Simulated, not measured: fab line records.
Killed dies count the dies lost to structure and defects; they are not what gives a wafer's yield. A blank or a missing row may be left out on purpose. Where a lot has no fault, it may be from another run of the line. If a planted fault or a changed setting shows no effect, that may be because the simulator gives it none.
Which tool was responsible? :: flow gf180mcu :: 13 lots, 39 wafers sampled, at 4 steps of a route of 602

WHAT EACH GAUGE READ, for each wafer
GF_SAB_THK_MEAS_01.
lot: L152
measured: day 14 05:39
on: filmMetro-01
SAB_CVD_00_THK (nm): 50.4 51.5 51.6

lot: L153
measured: day 14 21:59
on: filmMetro-01
SAB_CVD_00_THK (nm): 49.7 50.6 51.4

lot: L155
measured: day 15 05:56
on: filmMetro-02
SAB_CVD_00_THK (nm): 49.2 49.6 50.0

lot: L154
measured: day 15 07:35
on: filmMetro-01
SAB_CVD_00_THK (nm): 49.8 51.3 51.2

lot: L156
measured: day 15 13:11
on: filmMetro-01
SAB_CVD_00_THK (nm): 51.7 51.3 52.5

lot: L157
measured: day 16 03:56
on: filmMetro-03
SAB_CVD_00_THK (nm): 50.1 50.1 50.9

lot: L160
measured: day 17 03:49
on: filmMetro-01
SAB_CVD_00_THK (nm): 50.6 49.9 50.1

lot: L162
measured: day 18 02:29
on: filmMetro-02
SAB_CVD_00_THK (nm): 102.6 101.8 103.6

lot: L167
measured: day 19 10:56
on: filmMetro-03
SAB_CVD_00_THK (nm): 51.1 52.0 51.6

lot: L169
measured: day 20 12:19
on: filmMetro-01
SAB_CVD_00_THK (nm): 51.3 50.6 51.1

lot: L172
measured: day 21 04:08
on: filmMetro-03
SAB_CVD_00_THK (nm): 98.0 100.4 100.3

lot: L173
measured: day 22 07:22
on: filmMetro-02
SAB_CVD_00_THK (nm): 49.4 50.0 49.9

lot: L174
measured: day 22 11:09
on: filmMetro-01
SAB_CVD_00_THK (nm): 49.9 50.1 50.8

GF_SAB_OVL_MEAS_10.
lot: L152
measured: day 15 02:42
on: overlay-02
SAB_OVL (nm): 0.2 1.2 -0.1

lot: L153
measured: day 15 19:29
on: overlay-02
SAB_OVL (nm): -0.4 1.4 -1.6

lot: L155
measured: day 16 03:47
on: overlay-01
SAB_OVL (nm): 1.9 0.1 -0.6

lot: L154
measured: day 16 05:51
on: overlay-02
SAB_OVL (nm): -1.3 -0.2 0.3

lot: L156
measured: day 16 11:20
on: overlay-01
SAB_OVL (nm): 1.0 -0.6 1.5

lot: L157
measured: day 17 02:23
on: overlay-02
SAB_OVL (nm): 2.1 1.9 0.2

lot: L160
measured: day 18 03:03
on: overlay-02
SAB_OVL (nm): 0.7 -0.1 -0.3

lot: L162
measured: day 19 01:35
on: overlay-01
SAB_OVL (nm): -1.6 -0.2 0.4

lot: L167
measured: day 20 11:14
on: overlay-01
SAB_OVL (nm): 1.4 1.9 2.6

lot: L169
measured: day 21 12:31
on: overlay-01
SAB_OVL (nm): 2.8 2.6 2.9

lot: L172
measured: day 22 03:11
on: overlay-01
SAB_OVL (nm): 0.4 -0.7 1.7

lot: L173
measured: day 23 06:22
on: overlay-01
SAB_OVL (nm): -0.5 -0.2 -1.1

lot: L174
measured: day 23 09:37
on: overlay-02
SAB_OVL (nm): 1.1 2.2 1.9

WHAT TOOL EACH LOT RAN ON (gives the tool, then ch and the chambers of the sampled wafers, and finally the start)
lot: L152
GF_HV_LDD_STRIP_49: plasmaAsher-02 ch 0,1, day 12 09:10
GF_SAB_CVD_00: pecvd-03 ch 0,1, day 14 05:37

lot: L153
GF_HV_LDD_STRIP_49: plasmaAsher-03 ch 0,1, day 12 22:34
GF_SAB_CVD_00: pecvd-03 ch 0,1,2, day 14 21:58

lot: L155
GF_HV_LDD_STRIP_49: plasmaAsher-03 ch 0,1, day 13 07:34
GF_SAB_CVD_00: pecvd-04 ch 1,2, day 15 05:55

lot: L154
GF_HV_LDD_STRIP_49: plasmaAsher-03 ch 0,1, day 13 07:52
GF_SAB_CVD_00: pecvd-03 ch 0,1,2, day 15 07:34

lot: L156
GF_HV_LDD_STRIP_49: plasmaAsher-03 ch 0,1, day 13 15:35
GF_SAB_CVD_00: pecvd-03 ch 0,2, day 15 13:10

lot: L157
GF_HV_LDD_STRIP_49: plasmaAsher-03 ch 0, day 14 04:05
GF_SAB_CVD_00: pecvd-04 ch 1,2, day 16 03:55

lot: L160
GF_HV_LDD_STRIP_49: plasmaAsher-02 ch 0,1, day 15 02:37
GF_SAB_CVD_00: pecvd-04 ch 1,2, day 17 03:46

lot: L162
GF_HV_LDD_STRIP_49: plasmaAsher-04 ch 0,1, day 15 23:43
GF_SAB_CVD_00: pecvd-03 ch 0,1,2, day 18 02:12

lot: L167
GF_HV_LDD_STRIP_49: plasmaAsher-03 ch 0,1, day 17 07:37
GF_SAB_CVD_00: pecvd-03 ch 0,1, day 19 10:55

lot: L169
GF_HV_LDD_STRIP_49: plasmaAsher-03 ch 0,1, day 18 06:49
GF_SAB_CVD_00: pecvd-03 ch 0,1,2, day 20 12:16

lot: L172
GF_HV_LDD_STRIP_49: plasmaAsher-02 ch 0,1, day 18 22:19
GF_SAB_CVD_00: pecvd-01 ch 0,1,2, day 21 03:46

lot: L173
GF_HV_LDD_STRIP_49: plasmaAsher-04 ch 0,1, day 20 04:07
GF_SAB_CVD_00: pecvd-04 ch 1,2, day 22 07:21

lot: L174
GF_HV_LDD_STRIP_49: plasmaAsher-03 ch 0,1, day 20 06:52
GF_SAB_CVD_00: pecvd-04 ch 0,1,2, day 22 11:08
- GF_HV_LDD_STRIP_49: strips in O2/N2.
- GF_SAB_CVD_00: deposits SiO2 from TEOS, target thk 50 nm, time 4.9302 s.

WHAT THE TOOLS THEMSELVES READ (means of the sampled wafers that have a number; where no wafer has one, the mark that the record gives instead)
GF_HV_LDD_STRIP_49.
lot: L152
tool: plasmaAsher-02
drypumpMotorCurrentA (A): 6.0
heaterPowerW (W): 335
oesProductAu (a.u.): 0.713
stripTimeToEndpointS (s): 12.60

lot: L153
tool: plasmaAsher-03
drypumpMotorCurrentA (A): 6.2
heaterPowerW (W): 365
oesProductAu (a.u.): 0.716
stripTimeToEndpointS (s): 12.60

lot: L155
tool: plasmaAsher-03
drypumpMotorCurrentA (A): 6.2
heaterPowerW (W): 341
oesProductAu (a.u.): 0.718
stripTimeToEndpointS (s): 12.70

lot: L154
tool: plasmaAsher-03
drypumpMotorCurrentA (A): 6.2
heaterPowerW (W): 363
oesProductAu (a.u.): 0.717
stripTimeToEndpointS (s): 12.63

lot: L156
tool: plasmaAsher-03
drypumpMotorCurrentA (A): 6.3
heaterPowerW (W): 349
oesProductAu (a.u.): 0.716
stripTimeToEndpointS (s): 12.64

lot: L157
tool: plasmaAsher-03
drypumpMotorCurrentA (A): 6.3
heaterPowerW (W): 326
oesProductAu (a.u.): 0.714
stripTimeToEndpointS (s): 12.60

lot: L160
tool: plasmaAsher-02
drypumpMotorCurrentA (A): 5.9
heaterPowerW (W): 333
oesProductAu (a.u.): 0.716
stripTimeToEndpointS (s): 12.61

lot: L162
tool: plasmaAsher-04
drypumpMotorCurrentA (A): 5.7
heaterPowerW (W): 295
oesProductAu (a.u.): 0.714
stripTimeToEndpointS (s): 12.64

lot: L167
tool: plasmaAsher-03
drypumpMotorCurrentA (A): 6.2
heaterPowerW (W): 361
oesProductAu (a.u.): 0.718
stripTimeToEndpointS (s): 12.64

lot: L169
tool: plasmaAsher-03
drypumpMotorCurrentA (A): 6.2
heaterPowerW (W): 362
oesProductAu (a.u.): 0.709
stripTimeToEndpointS (s): 12.62

lot: L172
tool: plasmaAsher-02
drypumpMotorCurrentA (A): 6.0
heaterPowerW (W): 329
oesProductAu (a.u.): 0.718
stripTimeToEndpointS (s): 12.57

lot: L173
tool: plasmaAsher-04
drypumpMotorCurrentA (A): 5.6
heaterPowerW (W): 292
oesProductAu (a.u.): 0.715
stripTimeToEndpointS (s): 12.60

lot: L174
tool: plasmaAsher-03
drypumpMotorCurrentA (A): 6.2
heaterPowerW (W): 361
oesProductAu (a.u.): 0.717
stripTimeToEndpointS (s): 12.56

GF_SAB_CVD_00.
lot: L152
tool: pecvd-03
heaterPowerW (W): 724

lot: L153
tool: pecvd-03
heaterPowerW (W): 691

lot: L155
tool: pecvd-04
heaterPowerW (W): 693

lot: L154
tool: pecvd-03
heaterPowerW (W): 636

lot: L156
tool: pecvd-03
heaterPowerW (W): 622

lot: L157
tool: pecvd-04
heaterPowerW (W): 733

lot: L160
tool: pecvd-04
heaterPowerW (W): 639

lot: L162
tool: pecvd-03
heaterPowerW (W): 628

lot: L167
tool: pecvd-03
heaterPowerW (W): 678

lot: L169
tool: pecvd-03
heaterPowerW (W): 604

lot: L172
tool: pecvd-01
heaterPowerW (W): 676

lot: L173
tool: pecvd-04
heaterPowerW (W): 764

lot: L174
tool: pecvd-04
heaterPowerW (W): 739

THE ANSWER, worked out from the rows above alone
Rule: the usual values come from the lots themselves. The widest of any qualifying gaps counts: lots, ordered by their means at a reading, are off when they make up no more than a third of the lots, leave a main group of 4 or more, and stand apart from it by 3 or more times the standard deviation of that group's means. The tables above print the reading to a certain number of digits; a main group whose means all agree to those digits is not used. A lot without any number at a reading at which 4 lots or more have one is off too. The other lots that the step has rows for count as sound. Order of review: gauges by route order, followed by the tools' own readings, for which a lot's mean as printed above is used. The first step at which some lot is off is used, and at that step the reading that is off furthest; a lot without a number counts as furthest.
Off: L162, L172, at GF_SAB_THK_MEAS_01 (SAB_CVD_00_THK). For the main group the mean is 50.6 nm and the standard deviation 0.67.
A tool fits if, at a process step before that reading, it ran every lot that is off, and no sound lot after the first of them. Gauges at GF_SAB_THK_MEAS_01: tried the same way as those tools. Not one of the candidates tried fits.

WHAT THE SIMULATOR PUT IN
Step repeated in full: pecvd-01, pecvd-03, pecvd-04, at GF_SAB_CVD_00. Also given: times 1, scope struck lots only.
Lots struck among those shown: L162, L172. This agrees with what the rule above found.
